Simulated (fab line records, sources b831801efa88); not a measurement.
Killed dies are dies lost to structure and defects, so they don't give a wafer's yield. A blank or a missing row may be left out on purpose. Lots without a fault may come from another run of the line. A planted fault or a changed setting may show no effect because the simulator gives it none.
fab line records | flow gf180mcu
record lots=5 wafers=15 last_day=33
route steps=602 shown HV_LDD@189
lots that met no fault: from a run of the same line without faults
start_h: hours from the record's first day to the start of the lot's first wafer shown | wait_h: hours since the lot's step before | " the same as in the row above | L1.1+2: a row that stands for several wafers | - no value, or no start given | * or withheld: withheld | < > ~ a bound
route shown NAME@n: a module of which the file shows steps, and the number in the route of the first | usual: mean/standard deviation of fault-free wafers | same: alike in all rows | chamber/n: place in a boat | sites: the reading at each site | _std_site: their standard deviation | _edge_site: outer sites' mean less inner sites' | radius_mm: how far each site lies from the wafer's centre | mask NAME#n: copy n | behind: the tool/chamber that last shaped the wafer | hold: why the lot was held/for how many hours/how that ended | device: the transistor (n, p or np) that didn't switch | end of line: the same wafers' tests at the end of the route | a step without rows: its recipe alone | killed: dies lost to structure and defects at the first sort, not the wafer's yield | map: a wafer's dies, x killed, . not, _ none there
set.NAME: the setting as run; set.NAME@STEP: as run at that earlier step | model.NAME: the simulator's own value behind a step, which no gauge read
lots at some steps of the route; a table a step, a row a wafer
services: from which hour (start_h, from the record's first day; less than 0 if before it) a tool's chamber was out of use, for how many hours, and why
## steps
# step GF_HV_LDD_HMDS_13
# recipe prime_time_s=60 prime_temp_c=120
# same prime_time_s=60
# columns lot.wafer tool chamber start_h wait_h
L079.2+5+6 litho_track-04 0 260.19 0.1
L081.1+3+4 litho_track-01 0 272.39 0.1
L083.1+3+6 litho_track-01 0 286.59 0.1
L088.2+4+6 litho_track-01 0 327.52 0.1
L093.1+2+5 litho_track-03 0 371.19 0.1
# step GF_HV_LDD_COAT_14
# recipe resist=NOVOLAK spin_rpm=3000 resist_thk_nm=1000
# columns lot.wafer tool chamber start_h wait_h
L079.2+5+6 litho_track-04 0 260.34 0.1
L081.1+3+4 litho_track-01 0 272.54 0.1
L083.1+3+6 litho_track-01 0 286.74 0.1
L088.2+4+6 litho_track-01 0 327.67 0.1
L093.1+2+5 litho_track-03 0 371.34 0.1
# step GF_HV_LDD_SOFTBAKE_15
# recipe temp_c=90 time_s=60 resist=NOVOLAK
# columns lot.wafer tool chamber start_h wait_h
L079.2+5+6 litho_track-04 0 260.49 0.1
L081.1+3+4 litho_track-01 0 272.69 0.1
L083.1+3+6 litho_track-01 0 286.89 0.1
L088.2+4+6 litho_track-01 0 327.82 0.1
L093.1+2+5 litho_track-03 0 371.49 0.1
# step GF_HV_LDD_EXPOSE_16
# recipe mask_id=Pplus_LV_AREA target_cd_nm=400 na=0.6 source_shape=conventional sigma_outer=0.6 dose_mj=140
# columns lot.wafer tool chamber start_h wait_h mask
L079.2+5+6 iline_stepper-01 0 - - Pplus_LV_AREA#0
L081.1+3+4 iline_stepper-02 0 - - Pplus_LV_AREA#0
L083.1+3+6 iline_stepper-01 0 - - Pplus_LV_AREA#0
L088.2+4+6 iline_stepper-01 0 - - Pplus_LV_AREA#0
L093.1+2+5 iline_stepper-01 0 - - Pplus_LV_AREA#0
# step GF_HV_LDD_PEB_17
# recipe temp_c=withheld time_s=* resist=NOVOLAK
# columns lot.wafer tool chamber start_h wait_h
L079.2+5+6 litho_track-03 0 - -
L081.1+3+4 litho_track-04 0 - -
L083.1+3+6 litho_track-01 0 - -
L088.2+4+6 litho_track-03 0 - -
L093.1+2+5 litho_track-03 0 - -
# step GF_HV_LDD_DEVELOP_18
# recipe develop_time_s=60 dev_temp_c=23
# usual developer_temp_C=23.00/0.1
# columns lot.wafer tool chamber start_h wait_h developer_temp_C
L079.2 litho_track-03 0 269.71 0.1 22.87
L079.5 " 0 " " 23.06
L079.6 " 0 " " 23.10
L081.1 litho_track-04 0 282.31 0.1 22.91
L081.3 " 0 " " 22.99
L081.4 " 0 " " 23.07
L083.1 litho_track-01 0 296.44 0.1 23.01
L083.3 " 0 " " 22.89
L083.6 " 0 " " 23.06
L088.2 litho_track-03 0 338.66 0.1 23.24
L088.4 " 0 " " 23.27
L088.6 " 0 " " 22.91
L093.1 litho_track-03 0 382.54 0.1 23.03
L093.2 " 0 " " 23.20
L093.5 " 0 " " 23.03
# step GF_HV_LDD_CD_MEAS_19
# recipe target_cd_nm=400
# usual cd_nm=400.6/2.3
# columns lot.wafer tool chamber start_h wait_h cd_nm
L079.2 cd_sem-02 - 269.86 0.1 403.8
L079.5 " - " " 401.9
L079.6 " - " " 400.7
L081.1 cd_sem-01 - 282.46 0.1 399.7
L081.3 " - " " 400.7
L081.4 " - " " 402.3
L083.1 cd_sem-02 - 296.59 0.1 400.4
L083.3 " - " " 399.6
L083.6 " - " " 399.0
L088.2 cd_sem-02 - 338.81 0.1 401.4
L088.4 " - " " 400.0
L088.6 " - " " 400.7
L093.1 cd_sem-01 - 382.69 0.1 401.1
L093.2 " - " " 401.6
L093.5 " - " " 402.7
# step GF_HV_LDD_OVL_MEAS_20
# usual HV_LDD_01_OVL=-2.4/1.3
# columns lot.wafer tool chamber start_h wait_h HV_LDD_01_OVL[nm]
L079.2 overlay-01 - 269.97 0.1 -3.6
L079.5 " - " " -1.3
L079.6 " - " " -2.4
L081.1 overlay-01 - 282.58 0.1 -1.6
L081.3 " - " " 0.2
L081.4 " - " " -0.7
L083.1 overlay-02 - 296.71 0.1 -2.4
L083.3 " - " " -2.6
L083.6 " - " " -4.8
L088.2 overlay-01 - 338.91 0.1 -3.2
L088.4 " - " " -1.6
L088.6 " - " " -1.0
L093.1 overlay-02 - 382.81 0.1 -2.9
L093.2 " - " " -3.7
L093.5 " - " " -3.2
# step GF_HV_LDD_IMPLANT_21
# recipe species=BF2 energy_kev=25 dose_cm2=5e+13 tilt_deg=7
# columns lot.wafer tool chamber start_h wait_h
L079.2+5+6 implanter-04 0 270.02 0.0
L081.1+3+4 implanter-02 0 282.62 0.0
L083.1+3+6 implanter-04 0 296.75 0.0
L088.2+4+6 implanter-02 0 338.97 0.0
L093.1+2+5 implanter-01 0 382.84 0.0
# step GF_HV_LDD_STRIP_22
# recipe chemistry=O2/N2 power_w=1400 pressure_mtorr=1500 platen_temp_c=250 o2_flow_sccm=3000 n2_flow_sccm=300 overash_fraction=0.5
# usual drypump_motor_current_A=6.1/0.51 heater_power_w=332/15 oes_product_au=0.716/0.0044 strip_time_to_endpoint_s=12.63/0.035
# columns lot.wafer tool chamber start_h wait_h drypump_motor_current_A heater_power_w oes_product_au rf_hours_counter_h strip_time_to_endpoint_s
L079.2 plasma_asher-01 0 270.15 0.1 6.3 340 0.716 60 12.61
L079.5 " 1 " " 5.5 320 0.717 - 12.62
L079.6 " 0 " " 6.3 343 0.721 - 12.61
L081.1 plasma_asher-01 0 282.77 0.1 6.4 340 0.718 62 12.64
L081.3 " 1 " " 5.6 315 0.709 - 12.66
L081.4 " 0 " " 6.3 334 0.716 - 12.65
L083.1 plasma_asher-03 1 296.90 0.1 6.4 348 0.712 53 12.60
L083.3 " 0 " " 5.3 310 0.720 - 12.65
L083.6 " 0 " " 5.3 318 0.714 - 12.63
L088.2 plasma_asher-02 1 339.09 0.1 6.3 358 0.716 20 12.59
L088.4 " 0 " " 6.8 316 0.719 - 12.59
L088.6 " 1 " " 6.3 362 0.719 - 12.58
L093.1 plasma_asher-01 0 382.99 0.1 6.3 341 0.716 73 12.63
L093.2 " 1 " " 5.6 317 0.715 73 12.63
L093.5 " 1 " " 5.6 322 0.719 - 12.58
# step GF_HV_LDD_TW_MEAS_23
# usual HV_LDD_2_TW=1062/6.3
# columns lot.wafer tool chamber start_h wait_h HV_LDD_2_TW
L079.2 film_metro-02 - 270.26 0.1 1055
L079.5 " - " " 1051
L079.6 " - " " 1053
L081.1 film_metro-02 - 282.87 0.1 1055
L081.3 " - " " 1049
L081.4 " - " " 1060
L083.1 film_metro-04 - 297.00 0.1 1064
L083.3 " - " " 1068
L083.6 " - " " 1068
L088.2 film_metro-04 - 339.20 0.1 1066
L088.4 " - " " 1070
L088.6 " - " " 1071
L093.1 film_metro-04 - 383.09 0.1 1063
L093.2 " - " " 1062
L093.5 " - " " 1064
# step GF_HV_LDD_DEHYDRATE_24
# recipe temp_c=200 time_s=60
# columns lot.wafer tool chamber start_h wait_h
L079.2+5+6 litho_track-04 0 279.19 8.9
L081.1+3+4 litho_track-03 0 292.59 9.7
L083.1+3+6 litho_track-01 0 306.94 9.9
L088.2+4+6 litho_track-01 0 349.37 10.2
L093.1+2+5 litho_track-03 0 392.84 9.7
# step GF_HV_LDD_HMDS_25
# recipe prime_time_s=60 prime_temp_c=120
# same prime_time_s=60
# columns lot.wafer tool chamber start_h wait_h
L079.2+5+6 litho_track-04 0 279.34 0.1
L081.1+3+4 litho_track-03 0 292.74 0.1
L083.1+3+6 litho_track-01 0 307.09 0.1
L088.2+4+6 litho_track-01 0 349.52 0.1
L093.1+2+5 litho_track-03 0 392.99 0.1
# step GF_HV_LDD_COAT_26
# recipe resist=NOVOLAK spin_rpm=3000 resist_thk_nm=1000
# columns lot.wafer tool chamber start_h wait_h
L079.2+5+6 litho_track-04 0 279.49 0.1
L081.1+3+4 litho_track-03 0 292.89 0.1
L083.1+3+6 litho_track-01 0 307.24 0.1
L088.2+4+6 litho_track-01 0 349.67 0.1
L093.1+2+5 litho_track-03 0 393.14 0.1
# step GF_HV_LDD_SOFTBAKE_27
# recipe temp_c=90 time_s=60 resist=NOVOLAK
# columns lot.wafer tool chamber start_h wait_h
L079.2+5+6 litho_track-04 0 279.64 0.1
L081.1+3+4 litho_track-03 0 293.04 0.1
L083.1+3+6 litho_track-01 0 307.39 0.1
L088.2+4+6 litho_track-01 0 349.82 0.1
L093.1+2+5 litho_track-03 0 393.29 0.1
# step GF_HV_LDD_EXPOSE_28
# recipe mask_id=Nplus_HV_AREA target_cd_nm=400 na=0.6 source_shape=conventional sigma_outer=0.6 dose_mj=140
# columns lot.wafer tool chamber start_h wait_h mask
L079.2+5+6 iline_stepper-02 0 - - Nplus_HV_AREA#0
L081.1+3+4 iline_stepper-01 0 - - Nplus_HV_AREA#0
L083.1+3+6 iline_stepper-01 0 - - Nplus_HV_AREA#0
L088.2+4+6 iline_stepper-01 0 - - Nplus_HV_AREA#0
L093.1+2+5 iline_stepper-01 0 - - Nplus_HV_AREA#0
# step GF_HV_LDD_PEB_29
# recipe temp_c=withheld time_s=* resist=NOVOLAK
# columns lot.wafer tool chamber start_h wait_h
L079.2+5+6 litho_track-04 0 - -
L081.1+3+4 litho_track-01 0 - -
L083.1+3+6 litho_track-04 0 - -
L088.2+4+6 litho_track-01 0 - -
L093.1+2+5 litho_track-03 0 - -
# step GF_HV_LDD_DEVELOP_30
# recipe develop_time_s=60 dev_temp_c=23
# usual developer_temp_C=22.97/0.095
# columns lot.wafer tool chamber start_h wait_h developer_temp_C
L079.2 litho_track-04 0 289.64 0.1 22.90
L079.5 " 0 " " 23.03
L079.6 " 0 " " 22.94
L081.1 litho_track-01 0 302.64 0.1 22.75
L081.3 " 0 " " 22.86
L081.4 " 0 " " 22.73
L083.1 litho_track-04 0 317.71 0.1 22.88
L083.3 " 0 " " 22.84
L083.6 " 0 " " 22.86
L088.2 litho_track-01 0 361.02 0.1 23.04
L088.4 " 0 " " 22.86
L088.6 " 0 " " 22.99
L093.1 litho_track-03 0 404.29 0.1 23.08
L093.2 " 0 " " 23.10
L093.5 " 0 " " 23.03
# step GF_HV_LDD_CD_MEAS_31
# recipe target_cd_nm=400
# usual cd_nm=399.7/2.6
# columns lot.wafer tool chamber start_h wait_h cd_nm
L079.2 cd_sem-01 - 289.78 0.1 399.5
L079.5 " - " " 397.6
L079.6 " - " " 399.3
L081.1 cd_sem-02 - 302.79 0.1 399.3
L081.3 " - " " 398.9
L081.4 " - " " 398.8
L083.1 cd_sem-02 - 317.86 0.1 398.2
L083.3 " - " " 397.0
L083.6 " - " " 397.6
L088.2 cd_sem-02 - 361.16 0.1 399.4
L088.4 " - " " 400.7
L088.6 " - " " 399.9
L093.1 cd_sem-02 - 404.44 0.1 400.0
L093.2 " - " " 400.6
L093.5 " - " " 402.0
# step GF_HV_LDD_OVL_MEAS_32
# usual HV_LDD_02_OVL=0.1/1.4
# columns lot.wafer tool chamber start_h wait_h HV_LDD_02_OVL[nm]
L079.2 overlay-01 - 289.89 0.1 1.7
L079.5 " - " " 1.0
L079.6 " - " " 0.6
L081.1 overlay-01 - 302.91 0.1 -3.2
L081.3 " - " " -3.2
L081.4 " - " " -2.0
L083.1 overlay-01 - 317.98 0.1 1.0
L083.3 " - " " 1.6
L083.6 " - " " -0.1
L088.2 overlay-01 - 361.27 0.1 1.1
L088.4 " - " " 0.5
L088.6 " - " " -0.9
L093.1 overlay-02 - 404.56 0.1 0.8
L093.2 " - " " -0.5
L093.5 " - " " -1.2
# step GF_HV_LDD_IMPLANT_33
# recipe species=P energy_kev=60 dose_cm2=7.5e+12 tilt_deg=30 rotation_deg=0
# columns lot.wafer tool chamber start_h wait_h
L079.2+5+6 implanter-04 0 289.94 0.0
L081.1+3+4 implanter-02 0 302.95 0.0
L083.1+3+6 implanter-02 0 318.02 0.0
L088.2+4+6 implanter-02 0 361.32 0.0
L093.1+2+5 implanter-02 0 404.59 0.0
# step GF_HV_LDD_IMPLANT_34
# recipe species=P energy_kev=60 dose_cm2=7.5e+12 tilt_deg=30 rotation_deg=90
# columns lot.wafer tool chamber start_h wait_h
L079.2+5+6 implanter-04 0 290.09 0.1
L081.1+3+4 implanter-02 0 303.10 0.1
L083.1+3+6 implanter-02 0 318.17 0.1
L088.2+4+6 implanter-02 0 361.47 0.1
L093.1+2+5 implanter-02 0 404.74 0.1
# step GF_HV_LDD_IMPLANT_35
# recipe species=P energy_kev=60 dose_cm2=7.5e+12 tilt_deg=30 rotation_deg=180
# columns lot.wafer tool chamber start_h wait_h
L079.2+5+6 implanter-04 0 290.24 0.1
L081.1+3+4 implanter-02 0 303.25 0.1
L083.1+3+6 implanter-02 0 318.32 0.1
L088.2+4+6 implanter-02 0 361.62 0.1
L093.1+2+5 implanter-02 0 404.89 0.1
# step GF_HV_LDD_IMPLANT_36
# recipe species=P energy_kev=60 dose_cm2=7.5e+12 tilt_deg=30 rotation_deg=270
# columns lot.wafer tool chamber start_h wait_h
L079.2+5+6 implanter-04 0 290.39 0.1
L081.1+3+4 implanter-02 0 303.40 0.1
L083.1+3+6 implanter-02 0 318.47 0.1
L088.2+4+6 implanter-02 0 361.77 0.1
L093.1+2+5 implanter-02 0 405.04 0.1
# step GF_HV_LDD_STRIP_37
# recipe chemistry=O2/N2 power_w=1400 pressure_mtorr=1500 platen_temp_c=250 o2_flow_sccm=3000 n2_flow_sccm=300 overash_fraction=0.5
# usual drypump_motor_current_A=6.0/0.5 heater_power_w=330/15 oes_product_au=0.716/0.0043 strip_time_to_endpoint_s=12.63/0.042
# columns lot.wafer tool chamber start_h wait_h drypump_motor_current_A heater_power_w oes_product_au rf_hours_counter_h strip_time_to_endpoint_s
L079.2 plasma_asher-03 0 290.52 0.1 5.3 313 0.710 53 12.57
L079.5 " 1 " " 6.4 339 0.722 - 12.62
L079.6 " 0 " " 5.3 318 0.717 - 12.61
L081.1 plasma_asher-01 1 303.55 0.1 5.6 328 0.713 64 12.59
L081.3 " 1 " " 5.6 316 0.723 - 12.63
L081.4 " 0 " " 6.3 343 0.708 - 12.60
L083.1 plasma_asher-01 1 318.62 0.1 5.6 322 0.719 66 12.62
L083.3 " 0 " " 6.4 345 0.718 - 12.66
L083.6 " 0 " " 6.4 349 0.719 - 12.62
L088.2 plasma_asher-02 1 361.90 0.1 6.3 354 0.717 22 12.61
L088.4 " 1 " " 6.3 359 0.716 - 12.60
L088.6 " 1 " " 6.2 352 0.717 - 12.59
L093.1 plasma_asher-02 1 405.19 0.1 6.3 356 0.714 27 12.65
L093.2 " 0 " " 6.7 312 0.713 27 12.61
L093.5 " 1 " " 6.3 363 0.718 - 12.60
# step GF_HV_LDD_TW_MEAS_38
# usual HV_LDD_3_TW=1447/9.1
# columns lot.wafer tool chamber start_h wait_h HV_LDD_3_TW
L079.2 film_metro-01 - 290.63 0.1 1455
L079.5 " - " " 1461
L079.6 " - " " 1453
L081.1 film_metro-01 - 303.65 0.1 1461
L081.3 " - " " 1460
L081.4 " - " " 1452
L083.1 film_metro-02 - 318.72 0.1 1447
L083.3 " - " " 1441
L083.6 " - " " 1440
L088.2 film_metro-01 - 362.01 0.1 1441
L088.4 " - " " 1448
L088.6 " - " " 1453
L093.1 film_metro-04 - 405.29 0.1 1454
L093.2 " - " " 1445
L093.5 " - " " 1453
# step GF_HV_LDD_DEHYDRATE_39
# recipe temp_c=200 time_s=60
# columns lot.wafer tool chamber start_h wait_h
L079.2+5+6 litho_track-01 0 299.97 9.3
L081.1+3+4 litho_track-01 0 313.24 9.6
L083.1+3+6 litho_track-04 0 328.56 9.8
L088.2+4+6 litho_track-01 0 371.72 9.7
L093.1+2+5 litho_track-01 0 414.89 9.6
# step GF_HV_LDD_HMDS_40
# recipe prime_time_s=60 prime_temp_c=120
# same prime_time_s=60
# columns lot.wafer tool chamber start_h wait_h
L079.2+5+6 litho_track-01 0 300.12 0.1
L081.1+3+4 litho_track-01 0 313.39 0.1
L083.1+3+6 litho_track-04 0 328.71 0.1
L088.2+4+6 litho_track-01 0 371.87 0.1
L093.1+2+5 litho_track-01 0 415.04 0.1
# step GF_HV_LDD_COAT_41
# recipe resist=NOVOLAK spin_rpm=3000 resist_thk_nm=1000
# columns lot.wafer tool chamber start_h wait_h
L079.2+5+6 litho_track-01 0 300.27 0.1
L081.1+3+4 litho_track-01 0 313.54 0.1
L083.1+3+6 litho_track-04 0 328.86 0.1
L088.2+4+6 litho_track-01 0 372.02 0.1
L093.1+2+5 litho_track-01 0 415.19 0.1
# step GF_HV_LDD_SOFTBAKE_42
# recipe temp_c=90 time_s=60 resist=NOVOLAK
# columns lot.wafer tool chamber start_h wait_h
L079.2+5+6 litho_track-01 0 300.42 0.1
L081.1+3+4 litho_track-01 0 313.69 0.1
L083.1+3+6 litho_track-04 0 329.01 0.1
L088.2+4+6 litho_track-01 0 372.17 0.1
L093.1+2+5 litho_track-01 0 415.34 0.1
# step GF_HV_LDD_EXPOSE_43
# recipe mask_id=Pplus_HV_AREA target_cd_nm=400 na=0.6 source_shape=conventional sigma_outer=0.6 dose_mj=140
# columns lot.wafer tool chamber start_h wait_h mask
L079.2+5+6 iline_stepper-02 0 - - Pplus_HV_AREA#0
L081.1+3+4 iline_stepper-01 0 - - Pplus_HV_AREA#0
L083.1+3+6 iline_stepper-01 0 - - Pplus_HV_AREA#0
L088.2+4+6 iline_stepper-02 0 - - Pplus_HV_AREA#0
L093.1+2+5 iline_stepper-01 0 - - Pplus_HV_AREA#0
# step GF_HV_LDD_PEB_44
# recipe temp_c=withheld time_s=* resist=NOVOLAK
# columns lot.wafer tool chamber start_h wait_h
L079.2+5+6 litho_track-04 0 - -
L081.1+3+4 litho_track-03 0 - -
L083.1+3+6 litho_track-03 0 - -
L088.2+4+6 litho_track-01 0 - -
L093.1+2+5 litho_track-04 0 - -
# step GF_HV_LDD_DEVELOP_45
# recipe develop_time_s=60 dev_temp_c=23
# usual developer_temp_C=22.99/0.11
# columns lot.wafer tool chamber start_h wait_h developer_temp_C
L079.2 litho_track-04 0 310.79 0.1 23.08
L079.5 " 0 " " 22.94
L079.6 " 0 " " 23.05
L081.1 litho_track-03 0 323.99 0.1 22.76
L081.3 " 0 " " 22.97
L081.4 " 0 " " 22.95
L083.1 litho_track-03 0 339.54 0.1 23.00
L083.3 " 0 " " 23.00
L083.6 " 0 " " 22.96
L088.2 litho_track-01 0 383.22 0.1 23.01
L088.4 " 0 " " 23.04
L088.6 " 0 " " 23.19
L093.1 litho_track-04 0 426.81 0.1 23.03
L093.2 " 0 " " 22.94
L093.5 " 0 " " 22.87
# step GF_HV_LDD_CD_MEAS_46
# recipe target_cd_nm=400
# usual cd_nm=399.6/1.9
# columns lot.wafer tool chamber start_h wait_h cd_nm
L079.2 cd_sem-01 - 310.93 0.1 397.6
L079.5 " - " " 399.1
L079.6 " - " " 398.8
L081.1 cd_sem-01 - 324.14 0.1 399.5
L081.3 " - " " 402.2
L081.4 " - " " 400.5
L083.1 cd_sem-01 - 339.69 0.1 400.8
L083.3 " - " " 401.0
L083.6 " - " " 402.6
L088.2 cd_sem-02 - 383.36 0.1 399.3
L088.4 " - " " 397.8
L088.6 " - " " 399.9
L093.1 cd_sem-02 - 426.96 0.1 400.6
L093.2 " - " " 399.9
L093.5 " - " " 398.1
# step GF_HV_LDD_OVL_MEAS_47
# usual HV_LDD_03_OVL=-1.2/1.4
# columns lot.wafer tool chamber start_h wait_h HV_LDD_03_OVL[nm]
L079.2 overlay-02 - 311.04 0.1 0.2
L079.5 " - " " -0.6
L079.6 " - " " -1.8
L081.1 overlay-02 - 324.26 0.1 -3.6
L081.3 " - " " -2.0
L081.4 " - " " -3.5
L083.1 overlay-01 - 339.81 0.1 1.9
L083.3 " - " " 1.0
L083.6 " - " " -0.1
L088.2 overlay-02 - 383.47 0.1 -1.5
L088.4 " - " " -2.9
L088.6 " - " " -0.2
L093.1 overlay-01 - 427.08 0.1 -2.1
L093.2 " - " " -2.1
L093.5 " - " " -2.4
# step GF_HV_LDD_IMPLANT_48
# recipe species=B energy_kev=25 dose_cm2=3e+13 tilt_deg=7
# columns lot.wafer tool chamber start_h wait_h
L079.2+5+6 implanter-01 0 311.09 0.0
L081.1+3+4 implanter-02 0 324.29 0.0
L083.1+3+6 implanter-01 0 339.84 0.0
L088.2+4+6 implanter-01 0 383.52 0.0
L093.1+2+5 implanter-04 0 427.12 0.0
# step GF_HV_LDD_STRIP_49
# recipe chemistry=O2/N2 power_w=1400 pressure_mtorr=1500 platen_temp_c=250 o2_flow_sccm=3000 n2_flow_sccm=300 overash_fraction=0.5
# usual drypump_motor_current_A=6.1/0.5 heater_power_w=331/15 oes_product_au=0.716/0.0043 strip_time_to_endpoint_s=12.62/0.036
# columns lot.wafer tool chamber start_h wait_h drypump_motor_current_A heater_power_w oes_product_au rf_hours_counter_h strip_time_to_endpoint_s
L079.2 plasma_asher-02 1 311.22 0.1 6.3 355 0.715 16 12.62
L079.5 " 1 " " 6.3 361 0.715 - 12.60
L079.6 " 0 " " 6.7 314 0.720 - 12.58
L081.1 plasma_asher-02 1 324.44 0.1 6.3 363 0.721 18 12.59
L081.3 " 1 " " 6.3 351 0.713 - 12.62
L081.4 " 0 " " 6.7 320 0.716 - 12.63
L083.1 plasma_asher-03 1 339.99 0.1 6.4 337 0.716 56 12.62
L083.3 " 1 " " 6.4 342 0.713 - 12.67
L083.6 " 1 " " 6.4 335 0.719 - 12.61
L088.2 plasma_asher-01 0 383.65 0.1 6.4 342 0.715 73 12.62
L088.4 " 0 " " 6.3 335 0.713 - 12.61
L088.6 " 1 " " 5.6 320 0.714 - 12.59
L093.1 plasma_asher-02 1 427.27 0.1 6.3 362 0.721 29 12.66
L093.2 " 0 " " 6.7 321 0.716 29 12.63
L093.5 " 0 " " 6.7 314 0.721 - 12.69
# step GF_HV_LDD_TW_MEAS_50
# usual HV_LDD_4_TW=573/4
# columns lot.wafer tool chamber start_h wait_h HV_LDD_4_TW
L079.2 film_metro-02 - 311.33 0.1 573
L079.5 " - " " 572
L079.6 " - " " 568
L081.1 film_metro-04 - 324.54 0.1 576
L081.3 " - " " 576
L081.4 " - " " 576
L083.1 film_metro-02 - 340.09 0.1 568
L083.3 " - " " 570
L083.6 " - " " 568
L088.2 film_metro-04 - 383.76 0.1 573
L088.4 " - " " 574
L088.6 " - " " 577
L093.1 film_metro-04 - 427.37 0.1 575
L093.2 " - " " 575
L093.5 " - " " 572
# step GF_HV_LDD_CLEAN_51
# recipe chemistry=SC1/SC2 mix=1:4:20 temp_c=70 time_s=150 dry=n2_spin
# columns lot.wafer tool chamber start_h wait_h
L079.2+5+6 wet_bench-01 3 311.38 0.0
L081.1+3+4 wet_bench-02 3 324.60 0.1
L083.1+3+6 wet_bench-03 2 340.15 0.1
L088.2+4+6 wet_bench-03 3 383.81 0.0
L093.1+2+5 wet_bench-03 2 427.43 0.1
# step GF_HV_LDD_RTA_52
# recipe temp_c=1000 time_s=10 ambient=N2
# usual lamp_power_pct=28.0/1.5 wafer_temp_C_max=1005.6/1.8
# columns lot.wafer tool chamber start_h wait_h lamp_power_pct wafer_temp_C_max
L079.2 rtp_anneal-02 0 311.45 0.0 26.6 1005.0
L079.5 " 0 " " 26.5 1004.3
L079.6 " 0 " " 26.5 1004.5
L081.1 rtp_anneal-02 0 324.65 0.0 26.5 1002.9
L081.3 " 0 " " 26.5 1004.4
L081.4 " 0 " " 26.5 1004.4
L083.1 rtp_anneal-01 0 340.21 0.0 29.5 1006.5
L083.3 " 0 " " 29.5 1006.3
L083.6 " 0 " " 29.5 1004.9
L088.2 rtp_anneal-02 0 383.87 0.0 26.5 1006.8
L088.4 " 0 " " 26.5 1005.0
L088.6 " 0 " " 26.5 1005.2
L093.1 rtp_anneal-02 0 427.48 0.0 26.5 1003.4
L093.2 " 0 " " 26.5 1004.5
L093.5 " 0 " " 26.5 1003.9
# step GF_HV_LDD_RS_MEAS_53
# recipe thk_meas_gauge=four-point-probe
# usual HV_LDD_RS=418.3/0.98
# columns lot.wafer tool chamber start_h wait_h HV_LDD_RS[ohm/sq]
L079.2 film_metro-01 - 311.52 0.1 417.9
L079.5 " - " " 418.2
L079.6 " - " " 419.2
L081.1 film_metro-01 - 324.72 0.1 418.1
L081.3 " - " " 418.0
L081.4 " - " " 418.2
L083.1 film_metro-02 - 340.28 0.1 417.3
L083.3 " - " " 416.5
L083.6 " - " " 416.5
L088.2 film_metro-02 - 383.95 0.1 417.8
L088.4 " - " " 418.0
L088.6 " - " " 418.6
L093.1 film_metro-01 - 427.55 0.1 418.5
L093.2 " - " " 418.3
L093.5 " - " " 418.7
# step GF_HV_LDD_CVD_54
# recipe material=SiO2 target_thk_nm=10 precursor=TEOS temp_c=680 time_s=75 pressure_mtorr=400
# usual spike_tc_lower_C=680.1/1.1
# columns lot.wafer tool chamber start_h wait_h spike_tc_lower_C
L079.2 lpcvd-02 1 311.62 0.1 680.6
L079.5 " 1 " " 679.0
L079.6 " 1 " " 680.3
L081.1 lpcvd-02 0 324.84 0.1 678.1
L081.3 " 0 " " 679.2
L081.4 " 0 " " 678.2
L083.1 lpcvd-01 1 340.40 0.1 680.6
L083.3 " 1 " " 678.8
L083.6 " 1 " " 680.8
L088.2 lpcvd-01 1 384.05 0.1 680.4
L088.4 " 1 " " 681.2
L088.6 " 1 " " 682.4
L093.1 lpcvd-02 0 427.67 0.1 678.8
L093.2 " 0 " " 679.6
L093.5 " 0 " " 679.6
# step GF_HV_LDD_THK_MEAS_55
# recipe reads=SiO2_of_HV_LDD_CVD_54
# usual HV_LDD_CVD_54_THK=10.03/0.14
# columns lot.wafer tool chamber start_h wait_h HV_LDD_CVD_54_THK[nm]
L079.2 film_metro-01 - 312.65 0.0 10.10
L079.5 " - " " 10.11
L079.6 " - " " 10.16
L081.1 film_metro-02 - 325.86 0.0 9.97
L081.3 " - " " 9.88
L081.4 " - " " 9.91
L083.1 film_metro-04 - 341.42 0.0 10.00
L083.3 " - " " 10.05
L083.6 " - " " 9.95
L088.2 film_metro-04 - 385.08 0.0 9.90
L088.4 " - " " 9.87
L088.6 " - " " 9.94
L093.1 film_metro-01 - 428.69 0.0 10.14
L093.2 " - " " 10.09
L093.5 " - " " 10.15
# step GF_HV_LDD_CVD_56
# recipe material=Si3N4 precursor=DCS/NH3 target_thk_nm=90 temp_c=770 time_s=1543 pressure_mtorr=250
# usual spike_tc_lower_C=770.0/1
# columns lot.wafer tool chamber start_h wait_h spike_tc_lower_C
L079.2 lpcvd-02 1 312.70 0.0 770.7
L079.5 " 1 " " 770.5
L079.6 " 1 " " 769.6
L081.1 lpcvd-01 0 325.92 0.1 771.3
L081.3 " 0 " " 769.6
L081.4 " 0 " " 769.4
L083.1 lpcvd-02 1 341.48 0.1 766.7
L083.3 " 1 " " 770.7
L083.6 " 1 " " 769.3
L088.2 lpcvd-02 1 385.13 0.0 770.3
L088.4 " 1 " " 770.9
L088.6 " 1 " " 768.6
L093.1 lpcvd-02 1 428.75 0.1 769.7
L093.2 " 1 " " 769.3
L093.5 " 1 " " 771.2
# step GF_HV_LDD_THK_MEAS_57
# recipe reads=Si3N4_of_HV_LDD_CVD_56
# usual HV_LDD_CVD_56_THK=90.3/0.79
# columns lot.wafer tool chamber start_h wait_h HV_LDD_CVD_56_THK[nm]
L079.2 film_metro-04 - 314.14 0.0 88.6
L079.5 " - " " 88.9
L079.6 " - " " 89.6
L081.1 film_metro-04 - 327.35 0.0 91.0
L081.3 " - " " 91.1
L081.4 " - " " 91.3
L083.1 film_metro-04 - 342.91 0.0 89.7
L083.3 " - " " 89.8
L083.6 " - " " 90.4
L088.2 film_metro-02 - 386.56 0.0 90.1
L088.4 " - " " 90.1
L088.6 " - " " 89.3
L093.1 film_metro-02 - 430.18 0.0 91.5
L093.2 " - " " 90.8
L093.5 " - " " 91.6
## services
# columns tool chamber start_h hours kind
lpcvd-01 - 237.07 6.1 pm
plasma_asher-02 - 248.36 1.0 repair
plasma_asher-02 - 249.38 14.6 pm
iline_stepper-02 - 252.32 8.9 pm
iline_stepper-02 - 266.88 0.8 repair
plasma_asher-02 - 271.54 22.0 repair
iline_stepper-01 - 278.50 2.1 pm
implanter-02 - 283.52 4.5 pm
lpcvd-02 - 290.41 4.7 repair
plasma_asher-03 - 301.28 14.6 pm
implanter-04 - 316.81 6.3 pm
wet_bench-01 - 318.74 3.2 repair
iline_stepper-02 - 320.00 1.2 repair
implanter-01 - 342.03 1.3 repair
iline_stepper-02 - 349.88 1.7 pm
implanter-02 - 352.74 3.3 repair
implanter-02 - 369.37 2.8 repair
implanter-02 - 378.80 1.1 repair
implanter-04 - 382.40 4.3 repair
wet_bench-02 - 388.70 1.9 pm
implanter-01 - 391.78 13.1 pm
implanter-01 - 404.89 4.7 pm
iline_stepper-02 - 414.08 2.1 pm
plasma_asher-01 - 421.25 9.0 pm
## key
fault none
